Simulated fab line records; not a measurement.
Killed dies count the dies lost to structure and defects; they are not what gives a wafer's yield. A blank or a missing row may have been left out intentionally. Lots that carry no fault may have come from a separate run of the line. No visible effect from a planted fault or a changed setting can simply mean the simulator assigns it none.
A struck lot beside a sound one | flow sky130 | 15 steps out of a route of 708
Sound: the wafers L752.3, L752.5, L752.6. Wafers struck: L768.2, L768.4, L768.5. The cause is named last.
Each step with rows lists, per side, the tool, then ch with its chambers, then its first start. Under that, the readings that differ: sound wafers | struck wafers | difference of the means | sigmas: that difference in standard deviations of wafers without a fault.
alike: words and numbers the same on both sides, and readings whose means are apart by under 2 such deviations; not compared: readings that were withheld, readings missing a value for some wafer, numbers with overlapping values and no deviation given by the record, and bounds like >300 which may hide the same value.
Wherever a step has rows on one side only, a row that says differs or no value, or a row with sigmas, the two part there. Non-overlapping numbers with no deviation appear without sigmas and do not part them. A reading that every wafer of one side lacks parts them only if that side has two wafers or more.

first, 1 step without rows for these wafers: SKY_POLY_CUT_DEVELOP_07 (develop time 60 s).
SKY_POLY_CUT_CD_MEAS_08: the cd target is 270 nm.
  sound on cdSem-01, day 25 02:53; struck on cdSem-02, day 30 10:13
  alike: cdNm
SKY_POLY_CUT_OVL_MEAS_09:
  sound on overlay-02, day 25 02:59; struck on overlay-02, day 30 10:20
  alike: POLY_CUT_OVL
SKY_POLY_CUT_ETCH_10: etches BARC in N2/H2, stops on SiO2, time 45.9 s, target depth 60 nm.
  sound on rieDiel-04 ch 1,2, day 25 03:01; struck on rieDiel-01 ch 1,2,3, day 30 10:22
  alike: biasW, drypumpMotorCurrentA, oesProductAu, throttleValvePct
  not compared: rfHoursCounterH
SKY_POLY_CUT_ETCH_11: etches Si3N4 in CF4/CH2F2/Ar, stops on poly-Si, time 42.5 s, target depth 60 nm.
  sound on rieDiel-04 ch 1,2, day 25 03:03; struck on rieDiel-01 ch 1,2,3, day 30 10:24
  alike: biasW, cf4FlowSccm, drypumpMotorCurrentA, oesProductAu, throttleValvePct
  not compared: rfHoursCounterH
SKY_POLY_CUT_STRIP_12: strips in O2/N2.
  sound on plasmaAsher-03 ch 0,1, day 25 03:08; struck on plasmaAsher-04 ch 0, day 30 10:26
  alike: drypumpMotorCurrentA, oesProductAu, stripTimeToEndpointS
  not compared: rfHoursCounterH
then, 6 steps without rows for these wafers: SKY_SD_P_DEHYDRATE_00 (time 60 s); SKY_SD_P_HMDS_01 (prime time 60 s); SKY_SD_P_COAT_02 (resist thk 1140 nm); SKY_SD_P_SOFTBAKE_03 (time 60 s); SKY_SD_P_EXPOSE_04 (exposes mask PSDM, target cd 380 nm); SKY_SD_P_PEB_05.
SKY_SD_P_DEVELOP_06: develop time 60 s.
  sound on lithoTrack-01 ch 0, day 26 07:56; struck on lithoTrack-01 ch 0, day 31 13:10
reading            | sound             | struck            | difference | sigmas
developerTempC (C) | 22.88 23.17 22.76 | 23.63 23.69 23.68 | +0.73      | +7
SKY_SD_P_CD_MEAS_07: the cd target is 380 nm.
  sound on cdSem-02, day 26 08:04; struck on cdSem-01, day 31 13:19
  alike: cdNm
-- a jump in the record: the struck wafers' starts before and after are 18 days apart (it breaks off in module SD_P and resumes in module PAD_OPEN, where the first step shown is number 708 of the route) --
SKY_PAD_OPEN_PROBE_99:
  rows exist in the record for the struck wafers here (prober-01, day 49 22:13), but not for the sound ones

WHERE THEY PART
Last at SKY_PAD_OPEN_PROBE_99 as far as this record goes, first at SKY_SD_P_DEVELOP_06.

WHY: what had been put in by the simulator
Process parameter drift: lithoTrack-01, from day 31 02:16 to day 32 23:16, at SKY_SD_P_DEVELOP_06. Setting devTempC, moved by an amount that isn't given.
